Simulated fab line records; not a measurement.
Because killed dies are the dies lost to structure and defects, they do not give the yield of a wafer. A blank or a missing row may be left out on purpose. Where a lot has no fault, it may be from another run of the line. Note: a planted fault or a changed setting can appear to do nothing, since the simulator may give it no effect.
Matching of chambers | flow gf180mcu | cmp-02 running GF_V4_CMP_04: 4 sister chambers
The step polishes SiO2. 18 wafers are shown with their chamber, then 9 later ones without.

WAFERS PAIRED WITH THEIR CHAMBERS
wafer  | chamber | motor current A (A) | time to endpoint s (s) | edge zone pressure frac
L191.2 | 3       | 13.3                | 94                     | 1.002
L191.3 | 2       | 12.4                | 77                     | 1.004
L191.6 | 0       | 13.7                | 88                     | 1.000
L194.3 | 1       | 11.4                | 74                     | 0.997
L194.4 | 2       | 12.1                | 77                     | 0.995
L194.6 | 0       | 13.8                | 84                     | 0.994
L199.3 | 1       | 10.7                | 84                     | 1.005
L199.4 | 2       | 12.4                | 81                     | 1.009
L199.5 | 3       | 13.6                | 90                     | 1.000
L201.2 | 1       | 11.0                | 75                     | 1.002
L201.4 | 2       | 12.3                | 81                     | 0.998
L201.6 | 1       | 11.0                | 83                     | 0.994
L203.3 | 1       | 11.0                | 89                     | 0.993
L203.4 | 3       | 13.8                | 100                    | 0.997
L203.6 | 0       | 13.3                | 96                     | 0.993
L205.2 | 0       | 13.6                | 75                     | 0.996
L205.3 | 1       | 10.8                | 77                     | 0.992
L205.5 | 2       | 12.1                | 85                     | 0.997

SIGNATURES (means of the wafers above)
reading                 | chamber 0 | chamber 1 | chamber 2 | chamber 3 | scatter within a chamber
motor current A         | 13.600    | 10.983    | 12.260    | 13.567    | 0.215
time to endpoint s      | 85.75     | 80.33     | 80.20     | 94.67     | 5.97
edge zone pressure frac | 0.99575   | 0.99717   | 1.00060   | 0.99967   | 0.00473
Rule: distance of a wafer from a chamber = root of the sum over the readings of ((wafer's reading minus chamber's mean) / reading's scatter) squared. The wafer belongs to the nearest chamber; if the next one is less than 2 further off, it can't be placed. The scatter: the root of (the sum of the squares of (reading less its chamber's mean) over the shown wafers, divided by (wafers less chambers)).

WAFERS WHOSE CHAMBER IS MISSING
wafer  | motor current A (A) | time to endpoint s (s) | edge zone pressure frac
L207.2 | 12.4                | 80                     | 1.010
L207.4 | 11.0                | 88                     | 1.000
L207.6 | 12.9                | 90                     | 1.004
L211.1 | 10.7                | 79                     | 1.003
L211.2 | 14.9                | 88                     | 0.986
L211.3 | 13.4                | 87                     | 0.993
L212.3 | 13.5                | 80                     | 1.001
L212.5 | 11.0                | 93                     | 1.004
L212.6 | 13.0                | 79                     | 1.004

THE CHAMBER EACH PASSED THROUGH
wafer  | from the rows above          | in truth
L207.2 | 2                            | 2
L207.4 | 1                            | 1
L207.6 | can't be placed: 3 or 2 or 0 | 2
L211.1 | 1                            | 1
L211.2 | can't be placed: 0 or 3      | 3
L211.3 | can't be placed: 0 or 3      | 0
L212.3 | can't be placed: 0 or 3      | 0
L212.5 | 1                            | 1
L212.6 | can't be placed: 0 or 2 or 3 | 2
4 of 9 placed correctly. Not placeable from these rows: 5 (in 5, the candidates include the true chamber). Placed wrongly: 0.
